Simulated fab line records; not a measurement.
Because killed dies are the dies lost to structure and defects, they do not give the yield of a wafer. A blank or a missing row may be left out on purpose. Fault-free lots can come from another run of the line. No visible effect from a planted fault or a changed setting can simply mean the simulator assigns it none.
Comparing a struck lot with a sound one -- flow sky130 -- 15 out of 708 route steps
Sound: these wafers, L266.1, L266.2, L266.3. Wafers struck: L265.2, L265.5, L265.6. The cause comes at the end.
At each step with rows: each side's tool, then ch and its chambers, then its first start. Under that, the readings that differ: sound wafers -- struck wafers -- difference of the means -- sigmas: that difference in standard deviations of wafers without a fault.
alike: readings whose means differ by less than 2 such deviations, and words and numbers that are the same on both sides. not compared: withheld readings, readings that some wafer has no value for, bounds like >300 that may hide the same value, and numbers for which the record gives no deviation and whose values overlap.
Wherever a step has rows on one side only, a row that says differs or no value, or a row with sigmas, the two part there. Non-overlapping numbers with no deviation appear without sigmas and do not part them. Lack of a reading on every wafer of one side parts them only where that side has two or more wafers.

first, 1 step without rows for these wafers: SKY_VIA3_ETCH_15 (etches SiO2 in C4F8/O2/Ar, stops on TiN, target depth 507 nm, time 78 s).
SKY_VIA3_STRIP_16: strips in O2/N2.
  sound on plasma asher-04 ch 0,1, day 41 14:47; struck on plasma asher-01 ch 0,1, day 41 16:32
reading,sound,struck,difference,sigmas
drypump motor current A (A),6.3 6.2 6.2,5.3 5.4 5.2,-0.9,-2
oes product au (a.u.),0.400 0.409 0.408,0.395 0.387 0.401,-0.011,-2
  alike: chamber pressure mTorr, strip time to endpoint s
  not compared: rf hours counter h
then, 3 steps without rows for these wafers: SKY_VIA3_STRIP_17 (strips in post etch residue remover, time 1200 s); SKY_VIA3_CLEAN_18 (cleans in IPA, time 180 s); SKY_VIA3_CLEAN_19 (cleans in O3/DIW).
SKY_VIA3_SPUTTER_20: material TiN, target thk 20 nm, time 80 s.
  sound on pvd sputter-03, day 41 15:25; struck on pvd sputter-04, day 41 17:10
reading,sound,struck,difference,sigmas
chamber pressure pa (Pa),4.827 4.816 4.810,4.795 4.805 4.784,-0.023,-2
  alike: cathode dc power W, throttle valve pct
SKY_VIA3_CVD_21: deposits W, target thk 390 nm, time 117.31 s.
  sound on cvd w-02 ch 0,1, day 41 15:29; struck on cvd w-01 ch 0,1, day 41 17:14
  alike: heater power w
SKY_VIA3_RS_MEAS_22: uses a four-point probe to measure.
  sound on film metro-04, day 41 15:36; struck on film metro-02, day 41 17:22
  alike: VIA3_W_RS
SKY_VIA3_THK_MEAS_23: measures by xrf.
  sound on film metro-04, day 41 15:43; struck on film metro-02, day 41 17:29
  alike: VIA3_W_THK
then, 2 steps without rows for these wafers: SKY_VIA3_CMP_24 (polishes, stops on SiO2, t overpolish 20 s, target thk 0 nm); SKY_METAL4_SPUTTER_00 (material Ti, target thk 15 nm, time 10 s).
SKY_METAL4_SPUTTER_01: material TiN, target thk 20 nm, time 16.44 s.
  sound on pvd sputter-01, day 41 16:06; struck on pvd sputter-02, day 41 17:51
  alike: cathode dc power W, chamber pressure pa, throttle valve pct
SKY_METAL4_SPUTTER_02: material AlCu, target thk 735 nm, time 39.1 s.
  sound on pvd sputter-01, day 41 16:08; struck on pvd sputter-02, day 41 17:53
  no value came back on the struck wafers for cathode dc power W (W), chamber pressure pa (Pa), throttle valve pct (%); on the sound wafers cathode dc power W (W) reads 10600 10599 10601
SKY_METAL4_SPUTTER_03: material Ti, target thk 5 nm, time 3.3 s.
  sound on pvd sputter-01, day 41 16:10; struck on pvd sputter-02, day 41 17:55
  alike: cathode dc power W, chamber pressure pa, throttle valve pct
-- the record jumps here: 6 days lie between the struck wafers' starts before and after (it left off in module METAL4 and takes up again in module PAD_OPEN, whose first step shown is number 708 of the route) --
SKY_PAD_OPEN_PROBE_99:
  sound on prober-01, day 47 10:23; struck on prober-02, day 47 12:34
reading,sound,struck,difference,sigmas
defect limited yield (%),79.3 85.8 81.9,0 0 0,-82,-43
killed_at_M4_up,2 2 4,403 404 418,+406,+99 or more
killed dies,102 70 89,492 492 492,+405,+43
killed on rim,13 15 13,96 96 96,+82,+22
sort_bin_5_function (%),12.8 7.1 11.4,93.3 92.1 93.3,+82.5,+59
sort n pass,390 422 403,0 0 0,-405,-43
sort yield pct (%),79.3 85.8 81.9,0 0 0,-82,-43
  alike: killed_at_M0_to_M3, killed at contacts, killed at front end, killed at other, killed open, killed short, sort_bin_3_pad_short, sort_bin_6_memory

## WHERE THEY PART
Earliest at SKY_VIA3_STRIP_16; latest, in this record, at SKY_PAD_OPEN_PROBE_99.

WHY: what had been put in by the simulator
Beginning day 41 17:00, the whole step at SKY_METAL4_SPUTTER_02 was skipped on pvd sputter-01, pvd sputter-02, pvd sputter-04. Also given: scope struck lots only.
